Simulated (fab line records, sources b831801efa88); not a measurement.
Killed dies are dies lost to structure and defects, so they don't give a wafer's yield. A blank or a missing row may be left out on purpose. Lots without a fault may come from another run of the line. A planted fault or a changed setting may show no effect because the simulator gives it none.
Which tool did it? | flow sky130 | 6 lots, 18 wafers sampled, at 2 steps of a route of 708

WHAT THE GAUGES READ, wafer by wafer
SKY_NWELL_RS_MEAS_29: measures by four-point-probe.
lot  | measured     | on            | NWELL_RS (ohm/sq)
L875 | day 6 07:22  | film_metro-02 | 622.7 623.2 622.6
L877 | day 6 15:32  | film_metro-02 | 626.6 625.1 623.6
L881 | day 8 07:07  | film_metro-01 | 625.1 626.0 627.9
L885 | day 8 19:25  | film_metro-03 | 625.5 626.0 624.3
L889 | day 9 20:07  | film_metro-02 | 644.8 644.4 644.0
L895 | day 11 12:06 | film_metro-02 | 624.2 624.8 623.7

WHICH TOOL RAN EACH LOT (tool, then ch and the chambers of the sampled wafers, then the start)
lot  | SKY_NWELL_IMPLANT_13
L875 | implanter-02 ch 0, day 5 12:52
L877 | implanter-03 ch 0, day 5 20:08
L881 | implanter-03 ch 0, day 7 09:44
L885 | implanter-02 ch 0, day 7 22:15
L889 | implanter-02 ch 0, day 8 21:13
L895 | implanter-03 ch 0, day 10 12:05
- SKY_NWELL_IMPLANT_13

THE ANSWER, worked out from the rows above alone
Rule: what is usual is taken from the lots themselves. Put in order of their means at a reading, lots are off if they are a third of the lots or fewer, leave a main group of 4 or more, and stand apart from it by a gap of 3 or more times the standard deviation of the main group's means; of several such gaps the widest counts. A main group whose means are all the same, to the digits that the tables above print for the reading, isn't used. A lot without any number at a reading at which 4 lots or more have one is off too. The other lots that the step has rows for count as sound.
Off: L889, at SKY_NWELL_RS_MEAS_29 (NWELL_RS). The main group: mean 624.8 ohm/sq, standard deviation 1.2.
A tool fits if, at a process step before that reading, it ran every lot that is off, and no sound lot after the first of them. The gauges at SKY_NWELL_RS_MEAS_29 are tried like those tools. One fits: implanter-02 at SKY_NWELL_IMPLANT_13. Its last sound lot is L885 (day 7 22:15), its first lot that is off L889 (day 8 21:13): a fault that began between those two fits.

WHAT THE SIMULATOR HAD PUT IN
Process parameter drift: implanter-02, from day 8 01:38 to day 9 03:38, at SKY_NWELL_IMPLANT_13. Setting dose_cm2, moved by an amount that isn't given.
Lots struck among those shown: L889. The rule above found the same.
